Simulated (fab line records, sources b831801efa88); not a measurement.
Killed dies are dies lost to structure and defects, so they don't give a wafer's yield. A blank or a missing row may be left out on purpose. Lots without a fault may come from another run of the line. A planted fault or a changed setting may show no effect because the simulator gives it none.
fab line records | flow gf180mcu
record lots=5 wafers=15 last_day=35
route steps=602 shown HV_LDD@192
lots that met no fault: from a run of the same line without faults
start_h: hours from the record's first day to the start of the lot's first wafer shown | wait_h: hours since the lot's step before | " the same as in the row above | L1.1+2: a row that stands for several wafers | - no value, or no start given | * or withheld: withheld | < > ~ a bound
route shown NAME@n: a module of which the file shows steps, and the number in the route of the first | usual: mean/standard deviation of fault-free wafers | same: alike in all rows | chamber/n: place in a boat | sites: the reading at each site | _std_site: their standard deviation | _edge_site: outer sites' mean less inner sites' | radius_mm: how far each site lies from the wafer's centre | mask NAME#n: copy n | behind: the tool/chamber that last shaped the wafer | hold: why the lot was held/for how many hours/how that ended | device: the transistor (n, p or np) that didn't switch | end of line: the same wafers' tests at the end of the route | a step without rows: its recipe alone | killed: dies lost to structure and defects at the first sort, not the wafer's yield | map: a wafer's dies, x killed, . not, _ none there
set.NAME: the setting as run; set.NAME@STEP: as run at that earlier step | model.NAME: the simulator's own value behind a step, which no gauge read
lots at some steps of the route; a table a step, a row a wafer
services: from which hour (start_h, from the record's first day; less than 0 if before it) a tool's chamber was out of use, for how many hours, and why
## steps
# step GF_HV_LDD_EXPOSE_16
# recipe mask_id=Pplus_LV_AREA target_cd_nm=400 na=0.6 source_shape=conventional sigma_outer=0.6 dose_mj=140
# columns lot.wafer tool chamber start_h wait_h mask
L077.2+4+6 iline_stepper-02 0 - - Pplus_LV_AREA#0
L078.2+3+4 iline_stepper-02 0 - - Pplus_LV_AREA#0
L080.1+5+6 iline_stepper-02 0 - - Pplus_LV_AREA#0
L084.1+3+5 iline_stepper-02 0 - - Pplus_LV_AREA#0
L095.2+5+6 iline_stepper-01 0 - - Pplus_LV_AREA#0
# step GF_HV_LDD_PEB_17
# recipe temp_c=withheld time_s=* resist=NOVOLAK
# same time_s=*
# columns lot.wafer tool chamber start_h wait_h
L077.2+4+6 litho_track-03 0 - -
L078.2+3+4 litho_track-03 0 - -
L080.1+5+6 litho_track-03 0 - -
L084.1+3+5 litho_track-03 0 - -
L095.2+5+6 litho_track-02 0 - -
# step GF_HV_LDD_DEVELOP_18
# recipe develop_time_s=60 dev_temp_c=23
# columns lot.wafer tool chamber start_h wait_h
L077.2+4+6 litho_track-03 0 290.29 0.1
L078.2+3+4 litho_track-03 0 296.34 0.1
L080.1+5+6 litho_track-03 0 312.02 0.1
L084.1+3+5 litho_track-03 0 345.17 0.1
L095.2+5+6 litho_track-02 0 421.89 0.1
# step GF_HV_LDD_CD_MEAS_19
# recipe target_cd_nm=400
# usual cd_nm=399.7/2.3
# columns lot.wafer tool chamber start_h wait_h cd_nm
L077.2 cd_sem-01 - 290.44 0.1 396.3
L077.4 " - " " 396.3
L077.6 " - " " 397.4
L078.2 cd_sem-01 - 296.49 0.1 397.9
L078.3 " - " " 395.9
L078.4 " - " " 397.2
L080.1 cd_sem-02 - 312.17 0.1 398.0
L080.5 " - " " 401.4
L080.6 " - " " 399.5
L084.1 cd_sem-02 - 345.32 0.1 400.0
L084.3 " - " " 397.4
L084.5 " - " " 398.8
L095.2 cd_sem-02 - 422.04 0.1 399.1
L095.5 " - " " 398.9
L095.6 " - " " 397.4
# step GF_HV_LDD_OVL_MEAS_20
# usual HV_LDD_01_OVL=-0.8/1.4
# columns lot.wafer tool chamber start_h wait_h HV_LDD_01_OVL[nm]
L077.2 overlay-01 - 290.55 0.1 -1.7
L077.4 " - " " -1.8
L077.6 " - " " -1.2
L078.2 overlay-01 - 296.60 0.1 -2.5
L078.3 " - " " -1.7
L078.4 " - " " 0.2
L080.1 overlay-01 - 312.29 0.1 0.1
L080.5 " - " " -1.7
L080.6 " - " " 0.0
L084.1 overlay-01 - 345.44 0.1 -2.6
L084.3 " - " " -2.1
L084.5 " - " " -2.4
L095.2 overlay-02 - 422.14 0.1 0.3
L095.5 " - " " -0.6
L095.6 " - " " 0.7
# step GF_HV_LDD_IMPLANT_21
# recipe species=BF2 energy_kev=25 dose_cm2=5e+13 tilt_deg=7
# usual faraday_current_uA=282/5.1
# columns lot.wafer tool chamber start_h wait_h faraday_current_uA
L077.2 implanter-02 0 290.60 0.0 285
L077.4 " 0 " " 286
L077.6 " 0 " " 286
L078.2 implanter-03 0 296.65 0.0 289
L078.3 " 0 " " 284
L078.4 " 0 " " 276
L080.1 implanter-03 0 312.32 0.0 289
L080.5 " 0 " " 283
L080.6 " 0 " " 280
L084.1 implanter-01 0 345.47 0.0 289
L084.3 " 0 " " 282
L084.5 " 0 " " 285
L095.2 implanter-02 0 422.20 0.0 278
L095.5 " 0 " " 285
L095.6 " 0 " " 279
# step GF_HV_LDD_STRIP_22
# recipe chemistry=O2/N2 power_w=1400 pressure_mtorr=1500 platen_temp_c=250 o2_flow_sccm=3000 n2_flow_sccm=300 overash_fraction=0.5
# usual drypump_motor_current_A=6.0/0.31 heater_power_w=331/40 o2_flow_sccm=2997/8.8 oes_product_au=0.716/0.0049 strip_time_to_endpoint_s=12.63/0.038
# columns lot.wafer tool chamber start_h wait_h drypump_motor_current_A heater_power_w o2_flow_sccm oes_product_au rf_hours_counter_h strip_time_to_endpoint_s
L077.2 plasma_asher-04 1 290.73 0.1 5.7 315 3001 0.719 65 12.62
L077.4 " 0 " " 5.6 379 3009 0.718 - 12.59
L077.6 " 0 " " 5.6 387 2992 0.715 - 12.59
L078.2 plasma_asher-02 0 296.78 0.1 5.9 317 3003 0.714 43 12.69
L078.3 " 0 " " 5.9 307 2997 0.713 - 12.67
L078.4 " 1 " " 6.2 396 2983 0.715 - 12.70
L080.1 plasma_asher-02 1 312.47 0.1 6.2 395 2991 0.718 44 12.68
L080.5 " 0 " " 5.9 311 2996 0.712 - 12.67
L080.6 " 1 " " 6.2 387 3002 0.722 - 12.69
L084.1 plasma_asher-04 0 345.62 0.1 5.6 381 2991 0.723 70 12.67
L084.3 " 1 " " 5.8 306 2999 0.723 - 12.63
L084.5 " 0 " " 5.6 386 2982 0.709 - 12.66
L095.2 plasma_asher-02 0 422.32 0.1 5.9 309 2987 0.715 55 12.59
L095.5 " 1 " " 6.3 399 2993 0.718 - 12.62
L095.6 " 0 " " 5.9 304 2994 0.710 - 12.63
# step GF_HV_LDD_TW_MEAS_23
# usual HV_LDD_2_TW=1051/11
# columns lot.wafer tool chamber start_h wait_h HV_LDD_2_TW
L077.2 film_metro-02 - 290.84 0.1 1027
L077.4 " - " " 1025
L077.6 " - " " 1027
L078.2 film_metro-04 - 296.89 0.1 1051
L078.3 " - " " 1054
L078.4 " - " " 1051
L080.1 film_metro-03 - 312.57 0.1 1061
L080.5 " - " " 1060
L080.6 " - " " 1059
L084.1 film_metro-04 - 345.72 0.1 1055
L084.3 " - " " 1057
L084.5 " - " " 1057
L095.2 film_metro-04 - 422.43 0.1 1052
L095.5 " - " " 1050
L095.6 " - " " 1048
# step GF_HV_LDD_DEHYDRATE_24
# recipe temp_c=200 time_s=60
# same time_s=60
# columns lot.wafer tool chamber start_h wait_h
L077.2+4+6 litho_track-03 0 300.64 9.8
L078.2+3+4 litho_track-03 0 307.39 10.5
L080.1+5+6 litho_track-03 0 322.77 10.2
L084.1+3+5 litho_track-04 0 356.61 10.9
L095.2+5+6 litho_track-04 0 433.89 11.4
# step GF_HV_LDD_HMDS_25
# recipe prime_time_s=60 prime_temp_c=120
# columns lot.wafer tool chamber start_h wait_h
L077.2+4+6 litho_track-03 0 300.79 0.1
L078.2+3+4 litho_track-03 0 307.54 0.1
L080.1+5+6 litho_track-03 0 322.92 0.1
L084.1+3+5 litho_track-04 0 356.76 0.1
L095.2+5+6 litho_track-04 0 434.04 0.1
# step GF_HV_LDD_COAT_26
# recipe resist=NOVOLAK spin_rpm=3000 resist_thk_nm=1000
# columns lot.wafer tool chamber start_h wait_h
L077.2+4+6 litho_track-03 0 300.94 0.1
L078.2+3+4 litho_track-03 0 307.69 0.1
L080.1+5+6 litho_track-03 0 323.07 0.1
L084.1+3+5 litho_track-04 0 356.91 0.1
L095.2+5+6 litho_track-04 0 434.19 0.1
# step GF_HV_LDD_SOFTBAKE_27
# recipe temp_c=90 time_s=60 resist=NOVOLAK
# same time_s=60
# columns lot.wafer tool chamber start_h wait_h
L077.2+4+6 litho_track-03 0 301.09 0.1
L078.2+3+4 litho_track-03 0 307.84 0.1
L080.1+5+6 litho_track-03 0 323.22 0.1
L084.1+3+5 litho_track-04 0 357.06 0.1
L095.2+5+6 litho_track-04 0 434.34 0.1
# step GF_HV_LDD_EXPOSE_28
# recipe mask_id=Nplus_HV_AREA target_cd_nm=400 na=0.6 source_shape=conventional sigma_outer=0.6 dose_mj=140
# columns lot.wafer tool chamber start_h wait_h mask
L077.2+4+6 iline_stepper-02 0 - - Nplus_HV_AREA#0
L078.2+3+4 iline_stepper-02 0 - - Nplus_HV_AREA#0
L080.1+5+6 iline_stepper-01 0 - - Nplus_HV_AREA#0
L084.1+3+5 iline_stepper-01 0 - - Nplus_HV_AREA#0
L095.2+5+6 iline_stepper-02 0 - - Nplus_HV_AREA#0
# step GF_HV_LDD_PEB_29
# recipe temp_c=withheld time_s=* resist=NOVOLAK
# same time_s=*
# columns lot.wafer tool chamber start_h wait_h
L077.2+4+6 litho_track-04 0 - -
L078.2+3+4 litho_track-02 0 - -
L080.1+5+6 litho_track-03 0 - -
L084.1+3+5 litho_track-03 0 - -
L095.2+5+6 litho_track-02 0 - -
# step GF_HV_LDD_DEVELOP_30
# recipe develop_time_s=60 dev_temp_c=23
# columns lot.wafer tool chamber start_h wait_h
L077.2+4+6 litho_track-04 0 311.64 0.1
L078.2+3+4 litho_track-02 0 317.64 0.1
L080.1+5+6 litho_track-03 0 334.12 0.1
L084.1+3+5 litho_track-03 0 368.82 0.1
L095.2+5+6 litho_track-02 0 447.14 0.1
# step GF_HV_LDD_CD_MEAS_31
# recipe target_cd_nm=400
# usual cd_nm=399.9/2.7
# columns lot.wafer tool chamber start_h wait_h cd_nm
L077.2 cd_sem-01 - 311.78 0.1 403.2
L077.4 " - " " 402.2
L077.6 " - " " 402.4
L078.2 cd_sem-02 - 317.79 0.1 396.0
L078.3 " - " " 397.3
L078.4 " - " " 398.0
L080.1 cd_sem-01 - 334.27 0.1 400.5
L080.5 " - " " 396.8
L080.6 " - " " 399.1
L084.1 cd_sem-01 - 368.97 0.1 399.2
L084.3 " - " " 399.2
L084.5 " - " " 401.0
L095.2 cd_sem-02 - 447.29 0.1 402.5
L095.5 " - " " 402.4
L095.6 " - " " 400.9
# step GF_HV_LDD_OVL_MEAS_32
# usual HV_LDD_02_OVL=-0.5/1.4
# columns lot.wafer tool chamber start_h wait_h HV_LDD_02_OVL[nm]
L077.2 overlay-02 - 311.89 0.1 -0.4
L077.4 " - " " -1.0
L077.6 " - " " -0.5
L078.2 overlay-01 - 317.90 0.1 1.4
L078.3 " - " " 1.6
L078.4 " - " " 0.6
L080.1 overlay-01 - 334.39 0.1 -1.4
L080.5 " - " " -2.5
L080.6 " - " " -3.1
L084.1 overlay-01 - 369.09 0.1 -3.5
L084.3 " - " " -1.9
L084.5 " - " " -3.0
L095.2 overlay-02 - 447.39 0.1 0.9
L095.5 " - " " 0.7
L095.6 " - " " 1.3
# step GF_HV_LDD_IMPLANT_33
# recipe species=P energy_kev=60 dose_cm2=7.5e+12 tilt_deg=30 rotation_deg=0
# usual faraday_current_uA=42.3/0.8
# columns lot.wafer tool chamber start_h wait_h faraday_current_uA
L077.2 implanter-01 0 311.94 0.0 41.8
L077.4 " 0 " " 43.0
L077.6 " 0 " " 41.4
L078.2 implanter-03 0 317.95 0.0 42.1
L078.3 " 0 " " 41.6
L078.4 " 0 " " 42.8
L080.1 implanter-03 0 334.42 0.0 42.4
L080.5 " 0 " " 42.3
L080.6 " 0 " " 42.1
L084.1 implanter-02 0 369.12 0.0 41.4
L084.3 " 0 " " 41.9
L084.5 " 0 " " 42.3
L095.2 implanter-01 0 447.45 0.0 41.9
L095.5 " 0 " " 41.9
L095.6 " 0 " " 41.4
# step GF_HV_LDD_IMPLANT_34
# recipe species=P energy_kev=60 dose_cm2=7.5e+12 tilt_deg=30 rotation_deg=90
# usual faraday_current_uA=42.3/0.89
# columns lot.wafer tool chamber start_h wait_h faraday_current_uA
L077.2 implanter-01 0 312.09 0.1 41.5
L077.4 " 0 " " 43.5
L077.6 " 0 " " 42.7
L078.2 implanter-03 0 318.10 0.1 42.2
L078.3 " 0 " " 41.9
L078.4 " 0 " " 41.5
L080.1 implanter-03 0 334.57 0.1 42.0
L080.5 " 0 " " 42.0
L080.6 " 0 " " 42.3
L084.1 implanter-02 0 369.27 0.1 42.1
L084.3 " 0 " " 43.3
L084.5 " 0 " " 43.6
L095.2 implanter-01 0 447.60 0.1 43.3
L095.5 " 0 " " 42.6
L095.6 " 0 " " 42.7
# step GF_HV_LDD_IMPLANT_35
# recipe species=P energy_kev=60 dose_cm2=7.5e+12 tilt_deg=30 rotation_deg=180
# usual faraday_current_uA=42.4/0.87
# columns lot.wafer tool chamber start_h wait_h faraday_current_uA
L077.2 implanter-01 0 312.24 0.1 41.2
L077.4 " 0 " " 41.0
L077.6 " 0 " " 41.8
L078.2 implanter-03 0 318.25 0.1 42.5
L078.3 " 0 " " 41.8
L078.4 " 0 " " 42.3
L080.1 implanter-03 0 334.72 0.1 41.7
L080.5 " 0 " " 42.1
L080.6 " 0 " " 42.8
L084.1 implanter-02 0 369.42 0.1 40.9
L084.3 " 0 " " 41.3
L084.5 " 0 " " 40.7
L095.2 implanter-01 0 447.75 0.1 41.0
L095.5 " 0 " " 43.5
L095.6 " 0 " " 41.3
# step GF_HV_LDD_IMPLANT_36
# recipe species=P energy_kev=60 dose_cm2=7.285e+12 tilt_deg=30 rotation_deg=270
# usual faraday_current_uA=41.1/0.82
# columns lot.wafer tool chamber start_h wait_h faraday_current_uA
L077.2 implanter-01 0 312.39 0.1 40.4
L077.4 " 0 " " 39.4
L077.6 " 0 " " 41.6
L078.2 implanter-03 0 318.40 0.1 40.7
L078.3 " 0 " " 40.9
L078.4 " 0 " " 40.0
L080.1 implanter-03 0 334.87 0.1 42.0
L080.5 " 0 " " 41.0
L080.6 " 0 " " 43.3
L084.1 implanter-02 0 369.57 0.1 41.1
L084.3 " 0 " " 41.9
L084.5 " 0 " " 41.4
L095.2 implanter-01 0 447.90 0.1 40.8
L095.5 " 0 " " 40.5
L095.6 " 0 " " 40.1
# step GF_HV_LDD_STRIP_37
# recipe chemistry=O2/N2 power_w=1400 pressure_mtorr=1500 platen_temp_c=250 o2_flow_sccm=3000 n2_flow_sccm=300 overash_fraction=0.5
# usual drypump_motor_current_A=6.0/0.32 heater_power_w=332/39 o2_flow_sccm=3002/8.8 oes_product_au=0.716/0.0047 strip_time_to_endpoint_s=12.64/0.032
# columns lot.wafer tool chamber start_h wait_h drypump_motor_current_A heater_power_w o2_flow_sccm oes_product_au rf_hours_counter_h strip_time_to_endpoint_s
L077.2 plasma_asher-03 0 312.52 0.1 5.8 305 3005 0.720 68 12.61
L077.4 " 1 " " 6.6 296 3013 0.711 - 12.62
L077.6 " 1 " " 6.6 296 3014 0.724 - 12.62
L078.2 plasma_asher-03 1 318.53 0.1 6.5 299 2999 0.713 69 12.62
L078.3 " 0 " " 5.8 305 2995 0.717 - 12.61
L078.4 " 1 " " 6.5 297 3002 0.706 - 12.66
L080.1 plasma_asher-04 1 335.02 0.1 5.7 320 3001 0.719 69 12.60
L080.5 " 0 " " 5.6 374 3014 0.720 - 12.61
L080.6 " 1 " " 5.8 320 2999 0.719 - 12.62
L084.1 plasma_asher-04 0 369.72 0.1 5.6 383 3020 0.717 73 12.69
L084.3 " 1 " " 5.8 309 3010 0.719 - 12.64
L084.5 " 0 " " 5.6 378 3017 0.714 - 12.65
L095.2 plasma_asher-04 1 448.02 0.1 5.8 307 3010 0.720 82 12.60
L095.5 " 0 " " 5.6 376 2997 0.722 - 12.60
L095.6 " 1 " " 5.8 317 3000 0.710 - 12.63
# step GF_HV_LDD_TW_MEAS_38
# usual HV_LDD_3_TW=1416/17
# columns lot.wafer tool chamber start_h wait_h HV_LDD_3_TW
L077.2 film_metro-04 - 312.63 0.1 1428
L077.4 " - " " 1426
L077.6 " - " " 1428
L078.2 film_metro-03 - 318.64 0.1 1444
L078.3 " - " " 1441
L078.4 " - " " 1440
L080.1 film_metro-04 - 335.12 0.1 1412
L080.5 " - " " 1418
L080.6 " - " " 1425
L084.1 film_metro-02 - 369.82 0.1 1406
L084.3 " - " " 1394
L084.5 " - " " 1400
L095.2 film_metro-02 - 448.13 0.1 1396
L095.5 " - " " 1401
L095.6 " - " " 1411
# step GF_HV_LDD_DEHYDRATE_39
# recipe temp_c=200 time_s=60
# same time_s=60
# columns lot.wafer tool chamber start_h wait_h
L077.2+4+6 litho_track-04 0 323.29 10.6
L078.2+3+4 litho_track-04 0 329.19 10.5
L080.1+5+6 litho_track-04 0 346.26 11.1
L084.1+3+5 litho_track-03 0 380.92 11.1
L095.2+5+6 litho_track-04 0 459.98 11.8
# step GF_HV_LDD_HMDS_40
# recipe prime_time_s=60 prime_temp_c=120
# columns lot.wafer tool chamber start_h wait_h
L077.2+4+6 litho_track-04 0 323.44 0.1
L078.2+3+4 litho_track-04 0 329.34 0.1
L080.1+5+6 litho_track-04 0 346.41 0.1
L084.1+3+5 litho_track-03 0 381.07 0.1
L095.2+5+6 litho_track-04 0 460.13 0.1
# step GF_HV_LDD_COAT_41
# recipe resist=NOVOLAK spin_rpm=3000 resist_thk_nm=1000
# columns lot.wafer tool chamber start_h wait_h
L077.2+4+6 litho_track-04 0 323.59 0.1
L078.2+3+4 litho_track-04 0 329.49 0.1
L080.1+5+6 litho_track-04 0 346.56 0.1
L084.1+3+5 litho_track-03 0 381.22 0.1
L095.2+5+6 litho_track-04 0 460.28 0.1
# step GF_HV_LDD_SOFTBAKE_42
# recipe temp_c=90 time_s=60 resist=NOVOLAK
# same time_s=60
# columns lot.wafer tool chamber start_h wait_h
L077.2+4+6 litho_track-04 0 323.74 0.1
L078.2+3+4 litho_track-04 0 329.64 0.1
L080.1+5+6 litho_track-04 0 346.71 0.1
L084.1+3+5 litho_track-03 0 381.37 0.1
L095.2+5+6 litho_track-04 0 460.43 0.1
# step GF_HV_LDD_EXPOSE_43
# recipe mask_id=Pplus_HV_AREA target_cd_nm=400 na=0.6 source_shape=conventional sigma_outer=0.6 dose_mj=140
# columns lot.wafer tool chamber start_h wait_h mask
L077.2+4+6 iline_stepper-02 0 - - Pplus_HV_AREA#0
L078.2+3+4 iline_stepper-02 0 - - Pplus_HV_AREA#0
L080.1+5+6 iline_stepper-02 0 - - Pplus_HV_AREA#0
L084.1+3+5 iline_stepper-02 0 - - Pplus_HV_AREA#0
L095.2+5+6 iline_stepper-01 0 - - Pplus_HV_AREA#0
# step GF_HV_LDD_PEB_44
# recipe temp_c=withheld time_s=* resist=NOVOLAK
# same time_s=*
# columns lot.wafer tool chamber start_h wait_h
L077.2+4+6 litho_track-03 0 - -
L078.2+3+4 litho_track-02 0 - -
L080.1+5+6 litho_track-02 0 - -
L084.1+3+5 litho_track-04 0 - -
L095.2+5+6 litho_track-02 0 - -
# step GF_HV_LDD_DEVELOP_45
# recipe develop_time_s=60 dev_temp_c=23
# columns lot.wafer tool chamber start_h wait_h
L077.2+4+6 litho_track-03 0 334.44 0.1
L078.2+3+4 litho_track-02 0 339.84 0.1
L080.1+5+6 litho_track-02 0 357.67 0.1
L084.1+3+5 litho_track-04 0 393.31 0.1
L095.2+5+6 litho_track-02 0 473.64 0.1
# step GF_HV_LDD_CD_MEAS_46
# recipe target_cd_nm=400
# usual cd_nm=399.4/2.4
# columns lot.wafer tool chamber start_h wait_h cd_nm
L077.2 cd_sem-02 - 334.59 0.1 398.9
L077.4 " - " " 399.6
L077.6 " - " " 397.8
L078.2 cd_sem-01 - 339.99 0.1 401.1
L078.3 " - " " 399.3
L078.4 " - " " 398.3
L080.1 cd_sem-01 - 357.82 0.1 397.2
L080.5 " - " " 394.4
L080.6 " - " " 396.3
L084.1 cd_sem-01 - 393.46 0.1 402.6
L084.3 " - " " 399.9
L084.5 " - " " 399.8
L095.2 cd_sem-01 - 473.79 0.1 401.9
L095.5 " - " " 401.0
L095.6 " - " " 401.1
# step GF_HV_LDD_OVL_MEAS_47
# usual HV_LDD_03_OVL=-1.7/1.5
# columns lot.wafer tool chamber start_h wait_h HV_LDD_03_OVL[nm]
L077.2 overlay-01 - 334.69 0.1 -1.0
L077.4 " - " " -0.7
L077.6 " - " " -2.9
L078.2 overlay-02 - 340.10 0.1 1.0
L078.3 " - " " -1.0
L078.4 " - " " -0.1
L080.1 overlay-01 - 357.94 0.1 -1.1
L080.5 " - " " 0.5
L080.6 " - " " -0.4
L084.1 overlay-01 - 393.58 0.1 -3.3
L084.3 " - " " -2.1
L084.5 " - " " -2.3
L095.2 overlay-01 - 473.89 0.1 0.0
L095.5 " - " " -0.4
L095.6 " - " " -0.5
# step GF_HV_LDD_IMPLANT_48
# recipe species=B energy_kev=25 dose_cm2=3e+13 tilt_deg=7
# usual faraday_current_uA=169/3.3
# columns lot.wafer tool chamber start_h wait_h faraday_current_uA
L077.2 implanter-02 0 334.75 0.0 171
L077.4 " 0 " " 168
L077.6 " 0 " " 161
L078.2 implanter-02 0 340.15 0.0 171
L078.3 " 0 " " 176
L078.4 " 0 " " 165
L080.1 implanter-03 0 357.97 0.0 169
L080.5 " 0 " " 169
L080.6 " 0 " " 161
L084.1 implanter-03 0 393.62 0.0 168
L084.3 " 0 " " 167
L084.5 " 0 " " 170
L095.2 implanter-02 0 473.95 0.0 164
L095.5 " 0 " " 173
L095.6 " 0 " " 168
# step GF_HV_LDD_STRIP_49
# recipe chemistry=O2/N2 power_w=1400 pressure_mtorr=1500 platen_temp_c=250 o2_flow_sccm=3000 n2_flow_sccm=300 overash_fraction=0.5
# usual drypump_motor_current_A=6.0/0.33 heater_power_w=331/39 o2_flow_sccm=3001/8.4 oes_product_au=0.716/0.0045 strip_time_to_endpoint_s=12.63/0.032
# columns lot.wafer tool chamber start_h wait_h drypump_motor_current_A heater_power_w o2_flow_sccm oes_product_au rf_hours_counter_h strip_time_to_endpoint_s
L077.2 plasma_asher-02 1 334.87 0.1 6.3 392 3007 0.712 46 12.63
L077.4 " 1 " " 6.3 387 3017 0.717 - 12.66
L077.6 " 1 " " 6.3 389 3006 0.723 - 12.63
L078.2 plasma_asher-04 1 340.28 0.1 5.8 319 2998 0.712 70 12.61
L078.3 " 1 " " 5.8 322 3000 0.710 - 12.63
L078.4 " 0 " " 5.7 373 2990 0.718 - 12.62
L080.1 plasma_asher-04 1 358.12 0.1 5.7 307 3006 0.720 72 12.56
L080.5 " 1 " " 5.8 314 2994 0.714 - 12.57
L080.6 " 0 " " 5.7 375 3009 0.715 - 12.57
L084.1 plasma_asher-03 1 393.77 0.1 6.6 295 2981 0.714 77 12.62
L084.3 " 0 " " 5.8 313 3003 0.719 - 12.58
L084.5 " 1 " " 6.6 293 3003 0.711 - 12.65
L095.2 plasma_asher-04 0 474.07 0.1 5.6 377 3006 0.724 85 12.63
L095.5 " 0 " " 5.7 380 2996 0.719 - 12.64
L095.6 " 1 " " 5.8 311 3007 0.716 - 12.66
# step GF_HV_LDD_TW_MEAS_50
# usual HV_LDD_4_TW=563/6.5
# columns lot.wafer tool chamber start_h wait_h HV_LDD_4_TW
L077.2 film_metro-03 - 334.98 0.1 572
L077.4 " - " " 569
L077.6 " - " " 573
L078.2 film_metro-04 - 340.39 0.1 567
L078.3 " - " " 569
L078.4 " - " " 567
L080.1 film_metro-04 - 358.22 0.1 565
L080.5 " - " " 566
L080.6 " - " " 567
L084.1 film_metro-03 - 393.87 0.1 570
L084.3 " - " " 573
L084.5 " - " " 573
L095.2 film_metro-02 - 474.18 0.1 552
L095.5 " - " " 554
L095.6 " - " " 554
# step GF_HV_LDD_CLEAN_51
# recipe chemistry=SC1/SC2 mix=1:4:20 temp_c=70 time_s=150 dry=n2_spin
# usual bath_heat_duty_pct=13.4/1.5
# same time_s=150
# columns lot.wafer tool chamber start_h wait_h bath_heat_duty_pct
L077.2 wet_bench-04 3 335.03 0.0 13.0
L077.4 " 3 " " 13.6
L077.6 " 3 " " 14.1
L078.2 wet_bench-03 0 340.44 0.0 14.4
L078.3 " 0 " " 13.9
L078.4 " 0 " " 15.0
L080.1 wet_bench-04 2 358.28 0.1 14.6
L080.5 " 2 " " 12.4
L080.6 " 2 " " 13.9
L084.1 wet_bench-04 1 393.93 0.1 11.7
L084.3 " 1 " " 11.9
L084.5 " 1 " " 11.4
L095.2 wet_bench-04 2 474.23 0.0 14.2
L095.5 " 2 " " 14.0
L095.6 " 2 " " 12.6
# step GF_HV_LDD_RTA_52
# recipe temp_c=1000 time_s=10 ambient=N2
# usual chamber_o2_ppm=2.001/0.021 lamp_power_pct=34.3/2.7 wafer_temp_C_max=1005.2/1.1
# same time_s=10
# columns lot.wafer tool chamber start_h wait_h chamber_o2_ppm lamp_power_pct wafer_temp_C_max
L077.2 rtp_anneal-01 0 335.10 0.0 1.973 32.0 1006.9
L077.4 " 0 " " 2.003 32.0 1004.1
L077.6 " 0 " " 2.046 32.0 1005.2
L078.2 rtp_anneal-01 0 340.50 0.0 2.001 32.1 1006.2
L078.3 " 0 " " 2.026 32.0 1005.4
L078.4 " 0 " " 2.006 32.0 1005.4
L080.1 rtp_anneal-02 0 358.33 0.0 2.029 37.6 1004.0
L080.5 " 0 " " 1.999 37.6 1005.3
L080.6 " 0 " " 2.041 37.6 1004.4
L084.1 rtp_anneal-02 0 393.98 0.0 1.966 37.6 1004.7
L084.3 " 0 " " 1.997 37.6 1003.8
L084.5 " 0 " " 1.976 37.6 1003.1
L095.2 rtp_anneal-02 0 474.29 0.0 1.972 37.6 1004.4
L095.5 " 0 " " 1.943 37.6 1004.8
L095.6 " 0 " " 1.985 37.6 1004.9
# step GF_HV_LDD_RS_MEAS_53
# recipe thk_meas_gauge=four-point-probe
# usual HV_LDD_RS=418.9/0.94
# columns lot.wafer tool chamber start_h wait_h HV_LDD_RS[ohm/sq]
L077.2 film_metro-02 - 335.18 0.1 418.8
L077.4 " - " " 418.0
L077.6 " - " " 417.9
L078.2 film_metro-04 - 340.58 0.1 418.1
L078.3 " - " " 418.2
L078.4 " - " " 418.6
L080.1 film_metro-03 - 358.40 0.1 419.0
L080.5 " - " " 418.2
L080.6 " - " " 420.0
L084.1 film_metro-03 - 394.05 0.1 418.9
L084.3 " - " " 418.7
L084.5 " - " " 419.9
L095.2 film_metro-04 - 474.37 0.1 419.3
L095.5 " - " " 418.8
L095.6 " - " " 418.9
# step GF_HV_LDD_CVD_54
# recipe material=SiO2 target_thk_nm=10 precursor=TEOS temp_c=680 time_s=75 pressure_mtorr=400
# usual susceptor_temp_C=679.97/0.29
# same time_s=75
# columns lot.wafer tool chamber start_h wait_h susceptor_temp_C
L077.2 lpcvd-01 1 335.28 0.1 680.24
L077.4 " 1 " " 679.49
L077.6 " 1 " " 679.97
L078.2 lpcvd-02 0 340.68 0.1 679.77
L078.3 " 0 " " 680.09
L078.4 " 0 " " 679.84
L080.1 lpcvd-01 1 358.52 0.1 680.45
L080.5 " 1 " " 680.37
L080.6 " 1 " " 679.68
L084.1 lpcvd-02 1 394.17 0.1 679.97
L084.3 " 1 " " 680.50
L084.5 " 1 " " 680.13
L095.2 lpcvd-01 1 474.47 0.1 679.71
L095.5 " 1 " " 680.22
L095.6 " 1 " " 680.17
# step GF_HV_LDD_THK_MEAS_55
# recipe reads=SiO2_of_HV_LDD_CVD_54
# usual HV_LDD_CVD_54_THK=9.99/0.14
# columns lot.wafer tool chamber start_h wait_h HV_LDD_CVD_54_THK[nm]
L077.2 film_metro-03 - 336.31 0.0 10.00
L077.4 " - " " 10.13
L077.6 " - " " 10.08
L078.2 film_metro-04 - 341.71 0.0 9.84
L078.3 " - " " 9.92
L078.4 " - " " 9.80
L080.1 film_metro-04 - 359.54 0.0 10.19
L080.5 " - " " 10.25
L080.6 " - " " 10.20
L084.1 film_metro-04 - 395.19 0.0 10.02
L084.3 " - " " 10.01
L084.5 " - " " 10.04
L095.2 film_metro-04 - 476.01 0.0 9.79
L095.5 " - " " 9.77
L095.6 " - " " 9.70
# step GF_HV_LDD_CVD_56
# recipe material=Si3N4 precursor=DCS/NH3 target_thk_nm=90 temp_c=770 time_s=1543 pressure_mtorr=250
# usual susceptor_temp_C=770.02/0.28
# same time_s=1543
# columns lot.wafer tool chamber start_h wait_h susceptor_temp_C
L077.2 lpcvd-02 0 336.36 0.0 769.75
L077.4 " 0 " " 769.85
L077.6 " 0 " " 769.75
L078.2 lpcvd-02 0 341.76 0.0 769.85
L078.3 " 0 " " 770.07
L078.4 " 0 " " 769.75
L080.1 lpcvd-01 0 359.60 0.1 769.89
L080.5 " 0 " " 770.20
L080.6 " 0 " " 769.59
L084.1 lpcvd-01 1 395.25 0.1 770.30
L084.3 " 1 " " 769.75
L084.5 " 1 " " 769.83
L095.2 lpcvd-02 1 476.06 0.0 770.02
L095.5 " 1 " " 770.04
L095.6 " 1 " " 769.81
## services
# columns tool chamber start_h hours kind
rtp_anneal-01 - 257.11 9.6 pm
lpcvd-01 - 276.65 1.8 repair
implanter-02 - 292.86 1.0 repair
litho_track-02 - 297.17 - consumable_replace:filter
lpcvd-01 - 297.92 1.0 repair
iline_stepper-01 - 306.38 1.7 pm
plasma_asher-02 - 312.66 3.5 repair
litho_track-03 - 315.89 - consumable_replace:filter
iline_stepper-01 - 318.32 2.1 pm
implanter-01 - 330.37 0.7 repair
iline_stepper-02 - 348.12 1.0 repair
wet_bench-03 - 359.77 1.2 repair
litho_track-02 - 387.23 - consumable_replace:filter
implanter-01 - 412.86 3.5 pm
plasma_asher-03 - 421.25 9.0 pm
iline_stepper-02 - 421.29 1.7 pm
iline_stepper-02 0 423.27 - calibration
iline_stepper-02 - 431.80 0.7 repair
iline_stepper-02 - 440.50 1.7 repair
iline_stepper-02 - 455.73 7.2 repair
iline_stepper-01 - 465.19 0.8 pm
lpcvd-02 - 466.99 2.8 pm
plasma_asher-02 - 469.47 9.2 repair
lpcvd-01 - 469.75 2.8 pm
## key
fault none
